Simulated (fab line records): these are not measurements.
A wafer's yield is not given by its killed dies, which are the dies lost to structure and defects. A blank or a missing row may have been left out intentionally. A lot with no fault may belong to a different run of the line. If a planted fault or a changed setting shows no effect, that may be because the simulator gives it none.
fab line records    flow sky130
record: lots: 12  wafers: 36  lastDay: 50
route steps=708 shown LDD_N@254 LDD_HVN@274 SPACER@306 PAD_OPEN@708
lots that met no fault: taken from a fault-free run of the same line
startH: the number of hours between the record's first day and the start of the first shown wafer of the lot    waitH: how many hours have passed since the lot's step before this one    " as in the row above    L1.1+2: a row that stands for several wafers    - no value, or no start was given    * or withheld: withheld    < > ~ a bound
route shown NAME@n: names a module that has steps shown in the file, with the first one's number in the route    usual: mean and standard deviation over wafers with no fault    same: alike in all rows    chamber/n: place in a boat    sites: each site's reading    _std_site: the values' standard deviation    _edge_site: mean of outer sites minus mean of inner sites    radiusMm: for every site, how far away it sits from the centre of the wafer    mask NAME#n: copy n    behind: the most recent tool/chamber to have shaped the wafer    hold: why the lot was held/for how many hours/how that ended    device: names the non-switching transistor (n, p or np)    end of line: at the end of the route, the tests of the same wafers    step lacking rows: just its recipe    killed: dies that structure and defects cost at the first sort, which is not the same as the wafer's yield    map: per-die view of a wafer (x killed, . not killed, _ where there is no die)
set.NAME: the setting as run; set.NAME@STEP: as run at that earlier step    model.NAME: the simulator's own value behind a step, which no gauge read
a sample of lots followed through the steps of the route, with each step as a table and each wafer as a row
services: when a tool's chamber went out of use (startH, in hours from the record's first day, below 0 if earlier), for how many hours, and the reason
== steps ==
step: SKY_LDD_N_TW_MEAS_17
usual: LDD_N_TW: 2580/20
lot.wafer  tool          chamber  startH  waitH  LDD_N_TW
L302.1     filmMetro-04  -        402.17  0.1    2591
L302.5     "             -        "       "      2595
L302.6     "             -        "       "      2605
L304.2     filmMetro-03  -        415.63  0.1    2567
L304.3     "             -        "       "      2572
L304.4     "             -        "       "      2563
L303.4     filmMetro-03  -        415.95  0.1    2554
L303.5     "             -        "       "      2566
L303.6     "             -        "       "      2569
L306.3     filmMetro-01  -        442.30  0.1    2610
L306.4     "             -        "       "      2608
L306.5     "             -        "       "      2583
L311.1     filmMetro-04  -        482.63  0.1    2595
L311.2     "             -        "       "      2586
L311.6     "             -        "       "      2602
L313.1     filmMetro-03  -        498.03  0.1    2557
L313.5     "             -        "       "      2548
L313.6     "             -        "       "      2542
L320.1     filmMetro-01  -        569.07  0.1    2585
L320.3     "             -        "       "      2575
L320.5     "             -        "       "      2591
L321.1     filmMetro-04  -        575.34  0.1    2587
L321.3     "             -        "       "      2585
L321.5     "             -        "       "      2593
L322.3     filmMetro-01  -        585.35  0.1    2582
L322.5     "             -        "       "      2605
L322.6     "             -        "       "      2606
L324.3     filmMetro-03  -        594.70  0.1    2568
L324.4     "             -        "       "      2563
L324.5     "             -        "       "      2556
L323.2     filmMetro-03  -        596.28  0.1    2559
L323.4     "             -        "       "      2558
L323.6     "             -        "       "      2578
L325.1     filmMetro-01  -        601.49  0.1    2586
L325.4     "             -        "       "      2587
L325.5     "             -        "       "      2591
step: SKY_LDD_HVN_OVL_MEAS_07
usual: LDD_HVN_OVL: 0.6/1.3
lot.wafer  tool        chamber  startH  waitH  LDD_HVN_OVL[nm]
L302.1     overlay-01  -        462.82  0.1    0.2
L302.5     "           -        "       "      0.9
L302.6     "           -        "       "      1.3
L304.2     overlay-02  -        476.23  0.1    0.7
L304.3     "           -        "       "      -1.1
L304.4     "           -        "       "      -1.9
L303.4     overlay-01  -        476.33  0.1    0.6
L303.5     "           -        "       "      1.4
L303.6     "           -        "       "      1.8
L306.3     overlay-02  -        504.65  0.1    -0.7
L306.4     "           -        "       "      -0.6
L306.5     "           -        "       "      -1.6
L311.1     overlay-02  -        542.62  0.1    -1.3
L311.2     "           -        "       "      -1.1
L311.6     "           -        "       "      -1.2
L313.1     overlay-02  -        557.96  0.1    1.2
L313.5     "           -        "       "      1.7
L313.6     "           -        "       "      2.7
L320.1     overlay-02  -        627.74  0.1    -1.8
L320.3     "           -        "       "      0.2
L320.5     "           -        "       "      -1.3
L321.1     overlay-01  -        633.94  0.1    1.7
L321.3     "           -        "       "      0.6
L321.5     "           -        "       "      1.8
L322.3     overlay-01  -        644.35  0.1    -0.9
L322.5     "           -        "       "      -0.9
L322.6     "           -        "       "      1.5
L324.3     overlay-02  -        652.35  0.1    0.6
L324.4     "           -        "       "      0.3
L324.5     "           -        "       "      0.4
L323.2     overlay-01  -        653.18  0.1    -0.1
L323.4     "           -        "       "      0.5
L323.6     "           -        "       "      0.2
L325.1     overlay-01  -        659.52  0.1    0.8
L325.4     "           -        "       "      1.3
L325.5     "           -        "       "      0.0
step: SKY_LDD_HVN_IMPLANT_08
recipe: species: P  energyKev: 60  doseCm2: 3e+13  tiltDeg: 40
usual: beamOnS: 9.99/0.2  tiltDeg: 39.998/0.02
lot.wafer  tool          chamber  startH  waitH  beamOnS  tiltDeg
L302.1     implanter-04  0        462.86  0.0    9.77     40.001
L302.5     "             0        "       "      9.87     39.947
L302.6     "             0        "       "      10.09    39.996
L304.2     implanter-04  0        476.28  0.0    9.70     39.971
L304.3     "             0        "       "      10.11    40.009
L304.4     "             0        "       "      10.30    39.969
L303.4     implanter-02  0        476.42  0.1    9.96     40.057
L303.5     "             0        "       "      10.13    40.033
L303.6     "             0        "       "      10.05    40.031
L306.3     implanter-02  0        504.73  0.1    10.01    40.043
L306.4     "             0        "       "      10.14    39.999
L306.5     "             0        "       "      9.96     40.011
L311.1     implanter-04  0        542.66  0.0    10.10    39.988
L311.2     "             0        "       "      9.98     39.969
L311.6     "             0        "       "      9.62     39.989
L313.1     implanter-04  0        557.99  0.0    10.20    39.992
L313.5     "             0        "       "      9.76     40.006
L313.6     "             0        "       "      10.00    39.998
L320.1     implanter-04  0        627.78  0.0    10.25    40.016
L320.3     "             0        "       "      9.86     40.032
L320.5     "             0        "       "      9.98     40.018
L321.1     implanter-04  0        633.98  0.0    10.07    39.990
L321.3     "             0        "       "      10.01    39.986
L321.5     "             0        "       "      10.00    39.996
L322.3     implanter-04  0        644.43  0.1    9.55     39.989
L322.5     "             0        "       "      9.93     39.995
L322.6     "             0        "       "      10.07    39.996
L324.3     implanter-04  0        652.43  0.1    10.33    39.966
L324.4     "             0        "       "      10.27    39.981
L324.5     "             0        "       "      10.40    39.971
L323.2     implanter-02  0        653.23  0.0    9.66     40.005
L323.4     "             0        "       "      10.26    39.970
L323.6     "             0        "       "      9.86     39.993
L325.1     implanter-01  0        659.56  0.0    10.28    40.009
L325.4     "             0        "       "      9.69     40.026
L325.5     "             0        "       "      10.05    39.978
step: SKY_LDD_HVN_TW_MEAS_10
usual: LDD_HVN_TW: 1432/11
lot.wafer  tool          chamber  startH  waitH  LDD_HVN_TW
L302.1     filmMetro-02  -        463.11  0.1    1443
L302.5     "             -        "       "      1448
L302.6     "             -        "       "      1440
L304.2     filmMetro-01  -        476.52  0.1    1446
L304.3     "             -        "       "      1456
L304.4     "             -        "       "      1447
L303.4     filmMetro-03  -        476.62  0.1    1430
L303.5     "             -        "       "      1432
L303.6     "             -        "       "      1424
L306.3     filmMetro-01  -        504.95  0.1    1449
L306.4     "             -        "       "      1446
L306.5     "             -        "       "      1445
L311.1     filmMetro-03  -        542.91  0.1    1358
L311.2     "             -        "       "      1352
L311.6     "             -        "       "      1356
L313.1     filmMetro-03  -        558.24  0.1    1366
L313.5     "             -        "       "      1362
L313.6     "             -        "       "      1365
L320.1     filmMetro-02  -        628.03  0.1    1434
L320.3     "             -        "       "      1434
L320.5     "             -        "       "      1431
L321.1     filmMetro-03  -        634.23  0.1    1424
L321.3     "             -        "       "      1424
L321.5     "             -        "       "      1420
L322.3     filmMetro-02  -        644.65  0.1    1440
L322.5     "             -        "       "      1437
L322.6     "             -        "       "      1438
L324.3     filmMetro-02  -        652.65  0.1    1435
L324.4     "             -        "       "      1437
L324.5     "             -        "       "      1441
L323.2     filmMetro-03  -        653.47  0.1    1423
L323.4     "             -        "       "      1420
L323.6     "             -        "       "      1416
L325.1     filmMetro-01  -        659.81  0.1    1456
L325.4     "             -        "       "      1444
L325.5     "             -        "       "      1448
step: SKY_SPACER_ETCHBACK_02
recipe: chemistry: CH3F/O2  target: Si3N4  stopOn: SiO2  sourceW: 400  biasW: 80  pressureMtorr: 25  ch3fFlowSccm: 40  O2_flow_sccm: 30  timeS: 46.7  targetDepthA: 450
usual: drypumpMotorCurrentA: 5.7/0.48  oesProductAu: 0.854/0.0057  rfFwdPowerW: 395.8/1.8  throttleValvePct: 10.563/0.0097
lot.wafer  tool        chamber  startH  waitH  drypumpMotorCurrentA  oesProductAu  rfFwdPowerW  rfHoursCounterH  throttleValvePct
L302.1     rieDiel-03  1        527.16  0.1    4.9                   0.860         395.7        6                10.582
L302.5     "           2        "       "      5.7                   0.850         395.2        -                10.553
L302.6     "           3        "       "      6.1                   0.852         393.7        -                10.555
L304.2     rieDiel-01  2        539.96  0.0    6.0                   0.861         393.9        2                10.566
L304.3     "           0        "       "      5.5                   0.847         396.0        43               10.566
L304.4     "           3        "       "      6.3                   0.854         398.7        4                10.554
L303.4     rieDiel-03  1        539.97  0.0    4.9                   0.847         398.3        6                10.571
L303.5     "           2        "       "      5.7                   0.850         395.3        -                10.577
L303.6     "           1        "       "      4.9                   0.860         397.2        -                10.567
L306.3     rieDiel-04  3        567.70  0.0    5.5                   0.860         396.7        2                10.561
L306.4     "           0        "       "      5.3                   0.858         394.0        8                10.570
L306.5     "           0        "       "      5.3                   0.854         393.9        -                10.562
L311.1     rieDiel-03  3        605.47  0.1    6.1                   0.860         392.4        14               10.556
L311.2     "           1        "       "      4.9                   0.859         398.1        8                10.554
L311.6     "           0        "       "      6.5                   0.853         396.6        -                10.577
L313.1     rieDiel-04  3        619.07  0.1    5.6                   0.855         395.7        3                10.562
L313.5     "           0        "       "      5.3                   0.841         393.7        -                10.554
L313.6     "           1        "       "      5.5                   0.855         397.0        -                10.584
L320.1     rieDiel-03  2        686.27  0.1    5.7                   0.853         392.7        5                10.561
L320.3     "           0        "       "      6.6                   0.856         397.0        21               10.550
L320.5     "           2        "       "      5.7                   0.852         392.3        -                10.556
L322.3     rieDiel-04  2        703.33  0.0    5.2                   0.852         396.7        1                10.563
L322.5     "           3        "       "      5.5                   0.850         397.7        -                10.566
L322.6     "           0        "       "      5.3                   0.850         395.9        -                10.554
L321.1     rieDiel-03  0        703.34  0.1    6.5                   0.852         396.1        21               10.558
L321.3     "           3        "       "      6.1                   0.851         392.2        16               10.537
L321.5     "           1        "       "      4.9                   0.855         396.4        -                10.556
L324.3     rieDiel-01  1        710.45  0.0    5.7                   0.853         399.5        13               10.570
L324.4     "           2        "       "      6.0                   0.851         395.0        4                10.562
L324.5     "           3        "       "      6.2                   0.851         396.8        -                10.562
L323.2     rieDiel-03  1        711.66  0.0    4.9                   0.852         398.1        10               10.566
L323.4     "           0        "       "      6.5                   0.836         397.9        21               10.561
L323.6     "           2        "       "      5.7                   0.855         395.2        -                10.559
L325.1     rieDiel-03  1        718.09  0.1    4.9                   0.855         397.4        10               10.577
L325.4     "           3        "       "      6.1                   0.862         394.6        16               10.561
L325.5     "           1        "       "      4.9                   0.862         396.8        -                10.573
step: SKY_PAD_OPEN_PROBE_99
usual: killed_at_M0_to_M3: 44/6.3  killed_at_M4_up: 2.8/1.7  killedAtContacts: 25/5.8  killedAtFrontEnd: 14/4.4  killedAtOther: 0.3/0.49  killedDies: 86/8.7  killedOpen: 48/5.8  killedShort: 38/6
same: grossDies: 492  killedAtBackSide: 0
lot.wafer  tool       chamber  startH   waitH  killed_at_M0_to_M3  killed_at_M4_up  killedAtContacts  killedAtFrontEnd  killedAtOther  killedDies  killedOpen  killedShort
L302.1     prober-02  -        1076.75  0.1    46                  3                23                18                0              90          51          39
L302.5     prober-02  -        1076.95  0.2    42                  2                24                10                0              78          43          35
L302.6     prober-02  -        1077.00  0.2    54                  6                24                26                0              110         60          50
L304.2     prober-01  -        1084.89  0.1    37                  1                31                19                0              88          45          43
L304.3     prober-01  -        1084.94  0.2    46                  2                27                15                0              90          50          40
L304.4     prober-01  -        1084.99  0.2    38                  5                28                16                0              87          43          44
L303.4     prober-02  -        1086.49  0.2    47                  3                32                13                0              95          53          42
L303.5     prober-02  -        1086.54  0.2    41                  0                24                16                0              81          44          37
L303.6     prober-02  -        1086.59  0.2    50                  3                23                17                1              94          51          43
L306.3     prober-02  -        1102.60  0.2    48                  0                19                15                0              82          48          34
L306.4     prober-02  -        1102.65  0.2    59                  3                27                10                1              100         62          38
L306.5     prober-02  -        1102.70  0.2    39                  2                23                15                0              79          38          41
L311.1     prober-01  -        1127.92  0.1    43                  4                32                22                0              101         53          48
L311.2     prober-01  -        1127.97  0.1    44                  2                37                11                0              94          49          45
L311.6     prober-01  -        1128.17  0.2    47                  3                38                17                0              105         62          43
L313.1     prober-01  -        1139.53  0.1    39                  0                21                13                0              73          48          25
L313.5     prober-01  -        1139.73  0.2    44                  2                17                12                0              75          45          30
L313.6     prober-01  -        1139.78  0.2    39                  0                27                20                0              86          44          42
L320.1     prober-01  -        1181.38  0.1    44                  2                21                23                0              90          54          36
L320.3     prober-01  -        1181.48  0.2    38                  4                26                7                 0              75          43          32
L320.5     prober-01  -        1181.58  0.2    42                  5                29                12                0              88          52          36
L322.3     prober-01  -        1190.39  0.2    50                  4                30                9                 1              94          49          45
L322.5     prober-01  -        1190.49  0.2    48                  2                26                21                0              97          52          45
L322.6     prober-01  -        1190.54  0.2    34                  3                23                11                0              71          39          32
L321.1     prober-02  -        1192.77  0.1    46                  5                27                12                0              90          47          43
L321.3     prober-02  -        1192.87  0.2    59                  3                20                9                 3              94          49          45
L321.5     prober-02  -        1192.97  0.2    49                  1                21                20                0              91          49          42
L324.3     prober-01  -        1195.25  0.2    40                  2                21                9                 0              72          39          33
L324.4     prober-01  -        1195.30  0.2    43                  5                19                15                0              82          45          37
L324.5     prober-01  -        1195.35  0.2    34                  3                29                18                0              84          48          36
L323.2     prober-02  -        1195.51  0.1    44                  1                27                18                1              91          55          36
L323.4     prober-02  -        1195.61  0.2    37                  1                33                19                1              91          48          43
L323.6     prober-02  -        1195.71  0.2    50                  2                17                13                0              82          46          36
L325.1     prober-01  -        1196.65  0.1    48                  2                26                20                0              96          47          49
L325.4     prober-01  -        1196.80  0.2    39                  4                16                11                0              70          39          31
L325.5     prober-01  -        1196.85  0.2    47                  1                24                14                1              87          48          39
killed by level:class
L302.1 CONTACT:geometricParticle:open=10 VIA1:geometricParticle:open=10 METAL2:geometricParticle:short=9 METAL1:geometricParticle:short=8 POLY_GATE:geometricParticle:open=7 VIA1:geometricParticle:short=5 CONTACT:geometricParticle:short=4 LI_CONTACT:geometricParticle:open=4
L302.5 CONTACT:geometricParticle:open=10 METAL2:geometricParticle:short=8 VIA1:geometricParticle:open=7 VIA2:geometricParticle:open=7 LOCAL_INTERCONNECT:geometricParticle:short=6 VIA3:geometricParticle:open=6 POLY_GATE:geometricParticle:short=5 LI_CONTACT:geometricParticle:open=5
L302.6 FIELD_ISO:geometricParticle:open=10 VIA1:geometricParticle:short=10 VIA3:geometricParticle:open=9 CONTACT:geometricParticle:open=8 VIA1:geometricParticle:open=8 METAL2:geometricParticle:short=7 VIA2:geometricParticle:open=6 CONTACT:geometricParticle:short=6
L304.2 CONTACT:geometricParticle:open=12 METAL2:geometricParticle:short=8 FIELD_ISO:geometricParticle:open=7 LI_CONTACT:geometricParticle:open=7 CONTACT:geometricParticle:short=6 VIA1:geometricParticle:short=6 VIA1:geometricParticle:open=6 VIA3:geometricParticle:open=5
L304.3 LI_CONTACT:geometricParticle:open=8 VIA3:geometricParticle:open=8 VIA1:geometricParticle:open=7 CONTACT:geometricParticle:open=7 VIA2:geometricParticle:open=7 CONTACT:geometricParticle:short=6 VIA3:geometricParticle:short=5 VIA1:geometricParticle:short=5
L304.4 CONTACT:geometricParticle:open=13 METAL2:geometricParticle:short=10 FIELD_ISO:geometricParticle:open=6 VIA1:geometricParticle:open=6 METAL3:geometricParticle:short=5 METAL4:geometricParticle:short=5 LI_CONTACT:geometricParticle:open=4 CONTACT:geometricParticle:short=4
L303.4 CONTACT:geometricParticle:open=14 VIA1:geometricParticle:open=12 METAL1:geometricParticle:short=10 VIA1:geometricParticle:short=7 LI_CONTACT:geometricParticle:open=7 CONTACT:geometricParticle:short=6 POLY_GATE:geometricParticle:short=5 VIA2:geometricParticle:open=4
L303.5 VIA1:geometricParticle:open=13 LI_CONTACT:geometricParticle:open=9 VIA1:geometricParticle:short=8 VIA3:geometricParticle:open=6 POLY_GATE:geometricParticle:short=5 CONTACT:geometricParticle:open=5 POLY_GATE:geometricParticle:open=4 LOCAL_INTERCONNECT:geometricParticle:short=4
L303.6 CONTACT:geometricParticle:open=11 VIA1:geometricParticle:open=8 FIELD_ISO:geometricParticle:short=7 METAL1:geometricParticle:short=7 VIA3:geometricParticle:open=6 VIA1:geometricParticle:short=6 VIA2:geometricParticle:open=6 LI_CONTACT:geometricParticle:open=5
L306.3 VIA1:geometricParticle:open=11 CONTACT:geometricParticle:open=8 VIA2:geometricParticle:open=7 VIA3:geometricParticle:open=7 VIA1:geometricParticle:short=6 METAL2:geometricParticle:short=5 POLY_GATE:geometricParticle:short=5 LI_CONTACT:geometricParticle:open=5
L306.4 VIA1:geometricParticle:open=20 LI_CONTACT:geometricParticle:open=9 CONTACT:geometricParticle:open=9 METAL1:geometricParticle:short=9 VIA3:geometricParticle:open=8 VIA2:geometricParticle:open=7 POLY_GATE:geometricParticle:short=5 CONTACT:geometricParticle:short=5
L306.5 VIA1:geometricParticle:short=8 CONTACT:geometricParticle:open=8 CONTACT:geometricParticle:short=6 METAL3:geometricParticle:short=6 LI_CONTACT:geometricParticle:open=5 VIA1:geometricParticle:open=5 VIA2:geometricParticle:open=5 VIA3:geometricParticle:open=5
L311.1 METAL2:geometricParticle:short=12 LI_CONTACT:geometricParticle:open=11 VIA3:geometricParticle:open=9 CONTACT:geometricParticle:open=9 CONTACT:geometricParticle:short=8 FIELD_ISO:geometricParticle:short=7 VIA1:geometricParticle:open=7 FIELD_ISO:geometricParticle:open=4
L311.2 CONTACT:geometricParticle:open=15 VIA1:geometricParticle:open=12 METAL2:geometricParticle:short=7 CONTACT:geometricParticle:short=7 VIA2:geometricParticle:open=7 LOCAL_INTERCONNECT:geometricParticle:short=5 POLY_GATE:geometricParticle:short=4 LI_CONTACT:geometricParticle:short=4
L311.6 CONTACT:geometricParticle:open=12 LI_CONTACT:geometricParticle:open=10 VIA2:geometricParticle:open=10 VIA3:geometricParticle:open=10 VIA1:geometricParticle:open=9 LI_CONTACT:geometricParticle:short=7 CONTACT:geometricParticle:short=5 VIA1:geometricParticle:short=4
L313.1 VIA1:geometricParticle:open=11 VIA3:geometricParticle:open=10 LI_CONTACT:geometricParticle:open=6 CONTACT:geometricParticle:open=5 FIELD_ISO:geometricParticle:open=4 VIA2:geometricParticle:open=4 POLY_GATE:geometricParticle:open=3 METAL2:geometricParticle:short=3
L313.5 VIA1:geometricParticle:open=13 CONTACT:geometricParticle:open=8 VIA2:geometricParticle:open=7 VIA3:geometricParticle:open=7 METAL1:geometricParticle:short=6 FIELD_ISO:geometricParticle:short=3 LI_CONTACT:geometricParticle:open=3 CONTACT:geometricParticle:short=3
L313.6 CONTACT:geometricParticle:short=10 VIA1:geometricParticle:open=9 POLY_GATE:geometricParticle:open=8 LI_CONTACT:geometricParticle:open=7 POLY_GATE:geometricParticle:short=7 CONTACT:geometricParticle:open=6 VIA3:geometricParticle:open=5 VIA1:geometricParticle:short=5
L320.1 CONTACT:geometricParticle:open=9 VIA2:geometricParticle:open=9 FIELD_ISO:geometricParticle:open=8 VIA1:geometricParticle:open=8 METAL1:geometricParticle:short=6 POLY_GATE:geometricParticle:open=5 LI_CONTACT:geometricParticle:open=5 VIA3:geometricParticle:open=4
L320.3 CONTACT:geometricParticle:open=10 VIA2:geometricParticle:open=9 LI_CONTACT:geometricParticle:open=8 VIA3:geometricParticle:open=8 CONTACT:geometricParticle:short=6 METAL1:geometricParticle:short=5 METAL4:geometricParticle:short=4 VIA1:geometricParticle:open=3
L320.5 CONTACT:geometricParticle:open=11 LI_CONTACT:geometricParticle:open=9 VIA1:geometricParticle:open=8 VIA1:geometricParticle:short=7 CONTACT:geometricParticle:short=6 VIA3:geometricParticle:open=6 VIA2:geometricParticle:open=6 METAL1:geometricParticle:short=5
L322.3 CONTACT:geometricParticle:open=12 VIA1:geometricParticle:open=10 VIA1:geometricParticle:short=8 CONTACT:geometricParticle:short=8 VIA3:geometricParticle:open=8 METAL1:geometricParticle:short=7 LI_CONTACT:geometricParticle:open=5 METAL1:geometricParticle:open=5
L322.5 CONTACT:geometricParticle:open=11 VIA1:geometricParticle:open=9 VIA2:geometricParticle:open=8 FIELD_ISO:geometricParticle:short=7 METAL1:geometricParticle:short=6 VIA3:geometricParticle:open=6 LI_CONTACT:geometricParticle:open=5 LOCAL_INTERCONNECT:geometricParticle:short=5
L322.6 LI_CONTACT:geometricParticle:open=8 CONTACT:geometricParticle:open=6 VIA1:geometricParticle:short=6 POLY_GATE:geometricParticle:short=5 VIA1:geometricParticle:open=5 VIA2:geometricParticle:open=5 VIA3:geometricParticle:open=4 LOCAL_INTERCONNECT:geometricParticle:short=3
L321.1 CONTACT:geometricParticle:open=9 VIA2:geometricParticle:open=9 VIA1:geometricParticle:open=8 LOCAL_INTERCONNECT:geometricParticle:short=7 METAL1:geometricParticle:short=6 LI_CONTACT:geometricParticle:open=6 FIELD_ISO:geometricParticle:open=5 POLY_GATE:geometricParticle:short=5
L321.3 VIA1:geometricParticle:open=13 METAL1:geometricParticle:short=8 VIA2:geometricParticle:open=8 VIA3:geometricParticle:open=8 VIA1:geometricParticle:short=6 CONTACT:geometricParticle:open=5 METAL2:geometricParticle:short=5 POLY_GATE:geometricParticle:short=4
L321.5 VIA3:geometricParticle:open=10 FIELD_ISO:geometricParticle:open=7 LI_CONTACT:geometricParticle:open=7 VIA1:geometricParticle:open=7 FIELD_ISO:geometricParticle:short=6 VIA2:geometricParticle:open=6 VIA1:geometricParticle:short=6 CONTACT:geometricParticle:short=5
L324.3 VIA1:geometricParticle:open=11 LI_CONTACT:geometricParticle:open=8 CONTACT:geometricParticle:open=7 VIA3:geometricParticle:open=6 POLY_GATE:geometricParticle:short=5 METAL1:geometricParticle:short=5 METAL2:geometricParticle:short=5 VIA2:geometricParticle:open=4
L324.4 VIA1:geometricParticle:open=15 CONTACT:geometricParticle:short=6 VIA3:geometricParticle:open=6 POLY_GATE:geometricParticle:open=5 VIA1:geometricParticle:short=5 LI_CONTACT:geometricParticle:open=4 VIA2:geometricParticle:open=4 VIA3:geometricParticle:short=4
L324.5 CONTACT:geometricParticle:open=9 LI_CONTACT:geometricParticle:open=8 VIA1:geometricParticle:open=7 VIA3:geometricParticle:open=7 FIELD_ISO:geometricParticle:open=5 LOCAL_INTERCONNECT:geometricParticle:short=5 CONTACT:geometricParticle:short=5 VIA2:geometricParticle:open=5
L323.2 CONTACT:geometricParticle:open=17 VIA1:geometricParticle:open=12 POLY_GATE:geometricParticle:short=8 LI_CONTACT:geometricParticle:open=6 VIA2:geometricParticle:open=6 VIA3:geometricParticle:short=6 FIELD_ISO:geometricParticle:open=5 METAL3:geometricParticle:short=5
L323.4 VIA1:geometricParticle:open=14 CONTACT:geometricParticle:open=12 LI_CONTACT:geometricParticle:open=8 LOCAL_INTERCONNECT:geometricParticle:short=7 POLY_GATE:geometricParticle:short=5 VIA1:geometricParticle:short=5 METAL3:geometricParticle:short=5 VIA3:geometricParticle:open=5
L323.6 VIA1:geometricParticle:open=15 CONTACT:geometricParticle:open=7 METAL1:geometricParticle:short=7 VIA2:geometricParticle:open=7 VIA3:geometricParticle:open=6 CONTACT:geometricParticle:short=5 FIELD_ISO:geometricParticle:open=4 VIA1:geometricParticle:short=4
L325.1 METAL1:geometricParticle:short=10 VIA1:geometricParticle:open=10 CONTACT:geometricParticle:open=9 CONTACT:geometricParticle:short=7 LI_CONTACT:geometricParticle:open=6 VIA1:geometricParticle:short=6 METAL2:geometricParticle:short=6 FIELD_ISO:geometricParticle:open=4
L325.4 VIA1:geometricParticle:open=14 CONTACT:geometricParticle:open=6 POLY_GATE:geometricParticle:open=5 CONTACT:geometricParticle:short=5 METAL1:geometricParticle:short=5 METAL2:geometricParticle:short=5 VIA2:geometricParticle:open=4 VIA3:geometricParticle:open=4
L325.5 CONTACT:geometricParticle:open=13 VIA1:geometricParticle:open=9 VIA1:geometricParticle:short=8 POLY_GATE:geometricParticle:short=6 LI_CONTACT:geometricParticle:open=6 METAL1:geometricParticle:short=5 METAL1:geometricParticle:open=4 POLY_GATE:geometricParticle:open=3
== services ==
tool          chamber  startH  hours  kind
rieDiel-04    3        439.85  2.9    repair
rieDiel-01    -        439.97  1.0    repair
rieDiel-04    -        441.40  14.6   pm
rieDiel-03    3        441.89  2.9    repair
implanter-01  -        448.71  1.6    repair
rieDiel-03    3        450.17  8.9    repair
implanter-04  -        466.41  9.2    pm
implanter-02  -        478.81  1.0    repair
rieDiel-03    -        496.46  8.1    repair
rieDiel-03    1        502.67  22.7   repair
implanter-02  -        523.06  0.6    repair
rieDiel-03    0        531.46  2.4    repair
implanter-01  -        550.58  2.1    repair
rieDiel-01    1        555.95  8.7    repair
rieDiel-03    1        575.03  4.4    repair
implanter-02  -        608.67  9.7    pm
implanter-04  -        613.57  4.0    repair
rieDiel-04    2        620.16  14.2   repair
rieDiel-04    1        638.91  1.6    repair
rieDiel-01    -        651.05  14.6   pm
implanter-04  -        657.28  1.2    repair
rieDiel-04    1        669.46  3.3    repair
implanter-02  -        674.35  3.8    repair
rieDiel-01    3        695.03  5.0    repair
== key ==
firstSign: step: SKY_LDD_HVN_TW_MEAS_10  reading: LDD_HVN_TW  direction: down  sigmas: 6.8  usual: 1432  struck: 1360
effect none on later readings
metAt SKY_LDD_HVN_IMPLANT_08
struckLots L311,L313
testerLeftOut L311,L313
notActingAt SKY_LDD_N_TW_MEAS_17,SKY_LDD_HVN_OVL_MEAS_07,SKY_SPACER_ETCHBACK_02
onsetBetween 476.28 542.66
fault: kind: processParameterDrift  tool: implanter-04  chamber: -  onsetH: 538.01  steps: SKY_LDD_HVN_IMPLANT_08  channel: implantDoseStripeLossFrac  offset: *  shape: step  endH: 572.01
testerLeftOut: of these lots the tester's yield and bins aren't shown, on N5 and GAA mostly nor the transistor test; their killed dies are dies lost to structure and defects alone, not to doping, threshold or leakage, so they don't give the yield
